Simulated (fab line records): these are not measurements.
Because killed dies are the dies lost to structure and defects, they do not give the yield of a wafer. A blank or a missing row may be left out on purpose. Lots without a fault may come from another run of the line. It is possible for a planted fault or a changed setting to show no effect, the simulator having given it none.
What tool caused it? | flow gf180mcu | 6 lots, 18 wafers sampled, at 3 steps of a route of 602

== WHAT THE GAUGES READ, wafer by wafer ==
GF_NSD_CD_MEAS_07 targets a cd of 400 nm.
lot  | measured     | on        | cd_nm (nm)
L945 | day 14 18:45 | cd_sem-02 | 399 400 399
L947 | day 15 11:20 | cd_sem-02 | 403 407 404
L949 | day 16 00:34 | cd_sem-01 | 399 397 401
L954 | day 17 20:22 | cd_sem-02 | 403 406 404
L962 | day 20 10:45 | cd_sem-02 | 401 399 398

== WHAT TOOL EACH LOT RAN ON (gives the tool, then ch and the chambers of the sampled wafers, and finally the start) ==
lot  | GF_VT_IMPLANT_RTA_45             | GF_DUAL_GATE_STRIP_13
L945 | rtp_anneal-02 ch 0, day 8 17:14  | plasma_asher-01 ch 0,1, day 9 12:20
L947 | rtp_anneal-02 ch 0, day 9 05:23  | plasma_asher-01 ch 0,1, day 10 02:28
L949 | rtp_anneal-02 ch 0, day 9 19:44  | plasma_asher-03 ch 1, day 10 17:33
L952 | rtp_anneal-02 ch 0, day 10 15:59 | plasma_asher-03 ch 0,1, day 11 12:16
L954 | rtp_anneal-01 ch 0, day 11 05:38 | plasma_asher-03 ch 0,1, day 12 04:01
L962 | rtp_anneal-02 ch 0, day 13 08:58 | plasma_asher-03 ch 0,1, day 14 07:43
- GF_VT_IMPLANT_RTA_45: time 30 s.
- GF_DUAL_GATE_STRIP_13: strips in O2/N2.

== THE ANSWER, worked out from the rows above alone ==
Rule: what is usual is taken from the lots themselves. The widest of any qualifying gaps counts: lots, ordered by their means at a reading, are off when they make up no more than a third of the lots, leave a main group of 4 or more, and stand apart from it by 3 or more times the standard deviation of that group's means. The tables above print the reading to a certain number of digits; a main group whose means all agree to those digits is not used. Also off: a lot with no number at a reading for which 4 or more lots have one. All remaining lots with rows at the step are treated as sound.
No lot is off on any of the readings shown, so nothing can be concluded from this.

== WHAT THE SIMULATOR PUT IN ==
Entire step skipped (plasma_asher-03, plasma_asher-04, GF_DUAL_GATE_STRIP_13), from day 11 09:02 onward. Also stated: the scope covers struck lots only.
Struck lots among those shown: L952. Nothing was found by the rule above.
